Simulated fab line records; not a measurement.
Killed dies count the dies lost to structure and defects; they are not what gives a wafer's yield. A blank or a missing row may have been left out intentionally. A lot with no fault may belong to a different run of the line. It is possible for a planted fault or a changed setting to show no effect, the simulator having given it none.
Check for tools in common + flow sky130 + 8 lots, 24 wafers sampled

REASON FOR OPENING
At SKY_NWELL_THK_MEAS_02 the reading NWELL_OXIDATION_THK is flagged on 2 of 8 lots. No-fault wafers: 9.93 nm, standard deviation 0.22.
Rule: a lot gets a flag if all its wafers with a number sit over 4 standard deviations from that mean, or if no wafer of it has a number. The rest of the lots are taken to be sound.

| lot  | measured    | on            | NWELL_OXIDATION_THK (nm), wafer by wafer | flag    |
|------|-------------|---------------|------------------------------------------|---------|
| L626 | day 2 16:46 | film metro-03 | 10.00 9.98 9.95                          |         |
| L627 | day 2 16:59 | film metro-04 | 10.02 9.83 9.76                          |         |
| L628 | day 3 00:41 | film metro-03 | 9.76 10.00 9.82                          |         |
| L629 | day 3 06:41 | film metro-03 | 9.88 9.91 9.89                           |         |
| L637 | day 4 19:50 | film metro-02 | 5.93 5.96 5.95                           | FLAGGED |
| L638 | day 5 02:39 | film metro-03 | 5.84 5.62 5.82                           | FLAGGED |
| L642 | day 6 00:43 | film metro-02 | 10.12 9.95 10.00                         |         |
| L644 | day 6 07:43 | film metro-04 | 10.14 10.18 10.04                        |         |
The numbers of the flagged lots are 5.85 nm on average: -4.08 nm against the usual, or -19 standard deviations.

TOOL THAT RAN EACH LOT
The record holds 2 process steps before the reading, out of a route of 708 steps. In each cell: the tool, then ch and the chambers that the sampled wafers went through, then the start.
| lot  | flag    | SKY_FIELD_ISO_ETCH_14             | SKY_NWELL_OXIDATION_01       |
|------|---------|-----------------------------------|------------------------------|
| L626 |         | rie diel-03 ch 0,2,3, day 2 09:26 | furnace-01 ch 0, day 2 15:22 |
| L627 |         | rie diel-04 ch 1,2, day 2 09:29   | furnace-02 ch 0, day 2 15:35 |
| L628 |         | rie diel-03 ch 0,1,2, day 2 15:40 | furnace-01 ch 0, day 2 23:17 |
| L629 |         | rie diel-03 ch 0,1,2, day 3 00:56 | furnace-01 ch 0, day 3 05:17 |
| L637 | FLAGGED | rie diel-03 ch 2,3, day 4 13:50   | furnace-02 ch 0, day 4 18:27 |
| L638 | FLAGGED | rie diel-01 ch 0,1,2, day 4 19:17 | furnace-02 ch 0, day 5 01:15 |
| L642 |         | rie diel-04 ch 0,1,2, day 5 16:25 | furnace-01 ch 0, day 5 23:17 |
| L644 |         | rie diel-01 ch 0,1, day 6 01:28   | furnace-01 ch 0, day 6 06:18 |
What these steps do:
- SKY_FIELD_ISO_ETCH_14: etches BARC in N2/H2, stops on SiO2, time 45.9 s, target depth 60 nm.
- SKY_NWELL_OXIDATION_01: stabilise 600 s, purge 300 s, target thk 10 nm.
- SKY_NWELL_THK_MEAS_02

FLAGGED OVER TOTAL, TOOL BY TOOL (the gauges that took the reading come last)
| step                   | tool          | lots run | flagged | share of the flagged lots | sound lots run after its first flagged lot |
|------------------------|---------------|----------|---------|---------------------------|--------------------------------------------|
| SKY_FIELD_ISO_ETCH_14  | rie diel-01   | 2        | 1       | some                      | 1 (L644)                                   |
| SKY_FIELD_ISO_ETCH_14  | rie diel-03   | 4        | 1       | some                      | 0                                          |
| SKY_FIELD_ISO_ETCH_14  | rie diel-04   | 2        | 0       | none                      | -                                          |
| SKY_NWELL_OXIDATION_01 | furnace-01    | 5        | 0       | none                      | -                                          |
| SKY_NWELL_OXIDATION_01 | furnace-02    | 3        | 2       | all                       | 0                                          |
| SKY_NWELL_THK_MEAS_02  | film metro-02 | 2        | 1       | some                      | 1 (L642)                                   |
| SKY_NWELL_THK_MEAS_02  | film metro-03 | 4        | 1       | some                      | 0                                          |
| SKY_NWELL_THK_MEAS_02  | film metro-04 | 2        | 0       | none                      | -                                          |

WHAT THE TABLE PERMITS
1 row of the table ran every flagged lot: furnace-02 at SKY_NWELL_OXIDATION_01.
- furnace-02 at SKY_NWELL_OXIDATION_01: 2 of its 3 lots flagged. Last sound lot L627 at day 2 15:35, first flagged lot L637 at day 4 18:27; a fault beginning in between fits. Its own readings lie more than 4 standard deviations out on every wafer of the flagged lots: spike tc bottom C, spike tc centre C, spike tc lower C, spike tc top C, spike tc upper C, tube center temp C, tube_center_temp_C_max, zone power centre pct, zone power top pct.
What remains is a single tool, furnace-02 at SKY_NWELL_OXIDATION_01.

WHAT THE SIMULATOR PUT IN
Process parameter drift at SKY_NWELL_OXIDATION_01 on furnace-02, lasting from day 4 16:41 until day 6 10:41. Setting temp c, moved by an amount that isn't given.
Struck lots among those shown: L637, L638. This agrees with what the rule above found.
